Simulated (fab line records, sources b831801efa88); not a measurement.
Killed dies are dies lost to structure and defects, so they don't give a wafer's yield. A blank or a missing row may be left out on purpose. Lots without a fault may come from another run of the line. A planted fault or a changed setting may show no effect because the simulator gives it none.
One fault seen from 2 desks | flow gf180mcu | each desk has only its own numbers; what lay behind them comes last

THE TOOL OWNER'S DESK: litho_track-01
The tool's own readings at GF_STI_SOFTBAKE_08 (time 60 s): means of the sampled wafers that have a number, for each lot that ran on this tool. A lot is out of limits, marked OUT, if its mean lies more than 4 standard deviations from the usual mean; the brackets give that distance.
Columns: A = run_length_s at GF_STI_SOFTBAKE_08, usual 89.25 s
lot  | first seen here | A
L685 | day 1 19:05     | 89.41
L686 | day 2 00:32     | 89.55
L693 | day 3 12:23     | 92.09 (+17) OUT
L695 | day 4 02:29     | 94.72 (+32) OUT
This desk's finding: out of limits on L693, L695; first on L693, day 3 12:23 (run_length_s at GF_STI_SOFTBAKE_08). In limits: L685, L686.

THE METROLOGY DESK
What the gauges read, lot by lot, whatever tool the lot ran on: means of the sampled wafers that have a number. A lot is out of limits, marked OUT, if its mean lies more than 4 standard deviations from the usual mean; the brackets give that distance.
Columns: A = MVPSD_TW at GF_MVPSD_TW_MEAS_11, usual 551
lot  | first seen here | A
L685 | day 4 23:01     | 559
L686 | day 5 03:50     | 541
L687 | day 5 08:40     | 551
L693 | day 7 06:33     | 540
L695 | day 7 22:22     | 556
L697 | day 8 03:35     | 540
L698 | day 8 08:20     | 555
L700 | day 8 21:18     | 561
L701 | day 9 04:42     | 539
L702 | day 9 06:20     | 558
L703 | day 9 13:30     | 559
L704 | day 9 19:38     | 560
L705 | day 9 23:09     | 561
This desk's finding: nothing out of limits on any of the 13 lots.

PUT TOGETHER
The tool owner's desk could have raised an alarm at day 3 12:23, on L693, L695.
The metrology desk saw nothing out of limits.
The metrology desk has L693, L695 on record, within its limits.
Of the lots named, all ran GF_STI_SOFTBAKE_08 on litho_track-01.

WHAT THE SIMULATOR HAD PUT IN
Process parameter drift: litho_track-01, from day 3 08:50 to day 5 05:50, at GF_STI_SOFTBAKE_08. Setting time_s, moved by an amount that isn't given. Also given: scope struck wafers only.
Lots struck among those shown: L693, L695.
Hours from the fault's start to each desk's first reading out of limits: the tool owner's desk, 4.
